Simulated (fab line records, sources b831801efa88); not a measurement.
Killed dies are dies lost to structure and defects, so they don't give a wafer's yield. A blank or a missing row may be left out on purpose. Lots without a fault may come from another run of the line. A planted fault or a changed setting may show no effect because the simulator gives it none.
Which tool did it? | flow gf180mcu | 14 lots, 42 wafers sampled, at 4 steps of a route of 602

WHAT THE GAUGES READ, wafer by wafer
GF_VT_IMPLANT_TW_MEAS_43.
lot  | measured     | on            | VT_IMPLANT_4_TW
L707 | day 7 17:17  | film_metro-01 | 696 696 697
L708 | day 8 06:39  | film_metro-03 | 699 700 699
L709 | day 8 10:16  | film_metro-01 | 697 694 695
L710 | day 8 17:08  | film_metro-03 | 700 698 700
L711 | day 8 22:52  | film_metro-01 | 692 693 688
L712 | day 9 04:38  | film_metro-01 | 700 698 697
L713 | day 9 14:01  | film_metro-03 | 690 691 691
L714 | day 9 18:58  | film_metro-04 | 687 684 687
L715 | day 10 02:05 | film_metro-03 | 693 691 689
L719 | day 11 08:17 | film_metro-03 | 690 688 689
L722 | day 12 04:19 | film_metro-04 | 679 674 676
L725 | day 12 22:17 | film_metro-03 | 686 691 691
L727 | day 13 08:53 | film_metro-03 | 693 695 692
L728 | day 13 18:05 | film_metro-01 | 695 697 693

GF_VT_IMPLANT_RS_MEAS_47: measures by four-point-probe.
lot  | measured     | on            | NWELL_RS (ohm/sq)
L707 | day 7 17:38  | film_metro-01 | 489.4 488.6 488.9
L708 | day 8 06:59  | film_metro-01 | 489.3 489.8 490.1
L709 | day 8 10:37  | film_metro-04 | 489.2 489.4 489.2
L710 | day 8 17:28  | film_metro-02 | 488.3 488.2 486.4
L711 | day 8 23:11  | film_metro-01 | 488.3 487.7 489.8
L712 | day 9 04:58  | film_metro-02 | 488.8 487.5 487.6
L713 | day 9 14:22  | film_metro-01 | 487.0 485.9 486.6
L714 | day 9 19:19  | film_metro-01 | 485.1 486.4 486.1
L715 | day 10 02:25 | film_metro-04 | 487.5 488.0 488.1
L719 | day 11 08:38 | film_metro-02 | 490.6 488.4 490.2
L722 | day 12 04:38 | film_metro-04 | 487.5 488.4 488.7
L725 | day 12 22:37 | film_metro-01 | 488.3 486.6 488.0
L727 | day 13 09:14 | film_metro-04 | 487.0 488.2 487.0
L728 | day 13 18:25 | film_metro-04 | 487.1 488.1 486.7

GF_HV_LDD_CD_MEAS_07: target cd 400 nm.
lot  | measured     | on        | cd_nm (nm)
L707 | day 10 03:41 | cd_sem-02 | 398.0 399.3 399.0
L708 | day 10 17:50 | cd_sem-02 | 397.9 397.9 397.5
L709 | day 11 00:43 | cd_sem-02 | 399.8 401.9 400.3
L710 | day 11 05:16 | cd_sem-01 | 400.2 401.5 400.6
L711 | day 11 10:04 | cd_sem-01 | 401.3 401.5 401.8
L712 | day 11 18:22 | cd_sem-02 | 400.1 396.6 400.2
L713 | day 12 05:18 | cd_sem-02 | 397.6 397.1 395.6
L714 | day 12 09:44 | cd_sem-02 | 398.6 397.5 395.7
L715 | day 12 20:02 | cd_sem-02 | 398.9 395.4 400.1
L719 | day 14 06:56 | cd_sem-01 | 401.7 401.8 400.3
L722 | day 15 05:31 | cd_sem-01 | 398.3
L725 | day 15 21:03 | cd_sem-02 | 399.6 400.2
L727 | day 16 10:07 | cd_sem-01 | 399.2 397.3 398.4
L728 | day 16 17:27 | cd_sem-02 | 398.9 400.3 400.0

WHICH TOOL RAN EACH LOT (tool, then ch and the chambers of the sampled wafers, then the start)
lot  | GF_POLY_GATE_ETCH_13
L707 | rie_si-01 ch 0,1,2, day 9 08:43
L708 | rie_si-01 ch 0,2, day 9 22:19
L709 | rie_si-01 ch 0,1, day 10 04:31
L710 | rie_si-01 ch 0,1, day 10 08:55
L711 | rie_si-01 ch 0,2,3, day 10 14:46
L712 | rie_si-02 ch 0,1,2, day 10 22:26
L713 | rie_si-01 ch 2,3, day 11 08:32
L714 | rie_si-01 ch 0,3, day 11 13:08
L715 | rie_si-01 ch 1,2,3, day 11 20:25
L719 | rie_si-01 ch 0,2,3, day 13 08:43
L722 | rie_si-01 ch 0,1, day 14 05:46
L725 | rie_si-01 ch 0,1, day 14 21:55
L727 | rie_si-01 ch 0,2, day 15 10:49
L728 | rie_si-02 ch 1,2,3, day 15 17:31
- GF_POLY_GATE_ETCH_13: etches poly-Si in HBr/Cl2, stops on SiO2, target depth 198.5 nm, time 69.6 s.

WHAT THE TOOLS THEMSELVES READ (means of the sampled wafers that have a number; where no wafer has one, the mark that the record gives instead)
GF_POLY_GATE_ETCH_13.
lot  | tool      | drypump_motor_current_A (A) | oes_product_au (a.u.) | rf_fwd_power_W (W) | run_length_s (s) | throttle_valve_pct (%)
L707 | rie_si-01 | 5.7                         | 0.994                 | 397.3              | 98.2             | 33.686
L708 | rie_si-01 | 5.9                         | 0.996                 | 395.9              | 98.4             | 33.682
L709 | rie_si-01 | 5.9                         | 0.987                 | 397.6              | 98.4             | 33.685
L710 | rie_si-01 | 5.9                         | 0.983                 | 397.6              | 98.2             | 33.682
L711 | rie_si-01 | 5.8                         | 0.983                 | 396.5              | 98.0             | 33.684
L712 | rie_si-02 | 6.2                         | 0.977                 | 397.1              | 98.0             | 33.688
L713 | rie_si-01 | 5.7                         | 0.988                 | 394.8              | 97.9             | 33.690
L714 | rie_si-01 | 5.8                         | 0.995                 | 396.2              | 97.9             | 33.683
L715 | rie_si-01 | 5.6                         | 0.995                 | 396.7              | 98.2             | 33.677
L719 | rie_si-01 | 5.8                         | 0.992                 | 396.7              | 97.9             | 33.687
L722 | rie_si-01 | 5.6                         | 0.990                 | 398.7              | 83.9             | 33.684
L725 | rie_si-01 | 5.9                         | 0.990                 | 397.1              | 91.2             | 33.689
L727 | rie_si-01 | 5.9                         | 0.990                 | 397.9              | 98.1             | 33.686
L728 | rie_si-02 | 6.0                         | 0.976                 | 395.5              | 98.1             | 33.687

THE ANSWER, worked out from the rows above alone
Rule: what is usual is taken from the lots themselves. Put in order of their means at a reading, lots are off if they are a third of the lots or fewer, leave a main group of 4 or more, and stand apart from it by a gap of 3 or more times the standard deviation of the main group's means; of several such gaps the widest counts. A main group whose means are all the same, to the digits that the tables above print for the reading, isn't used. A lot without any number at a reading at which 4 lots or more have one is off too. The other lots that the step has rows for count as sound. The gauges are gone through in route order, then the tools' own readings, and for those a lot's mean is taken as printed above. The first step at which some lot is off is used, and at that step the reading that is off furthest; a lot without a number counts as furthest.
Off: L722, L725, at GF_POLY_GATE_ETCH_13 (run_length_s). The main group: mean 98.1 s, standard deviation 0.17.
A tool fits if, at that step or a process step before it, it ran every lot that is off, and no sound lot after the first of them. None of those tried fits.

WHAT THE SIMULATOR HAD PUT IN
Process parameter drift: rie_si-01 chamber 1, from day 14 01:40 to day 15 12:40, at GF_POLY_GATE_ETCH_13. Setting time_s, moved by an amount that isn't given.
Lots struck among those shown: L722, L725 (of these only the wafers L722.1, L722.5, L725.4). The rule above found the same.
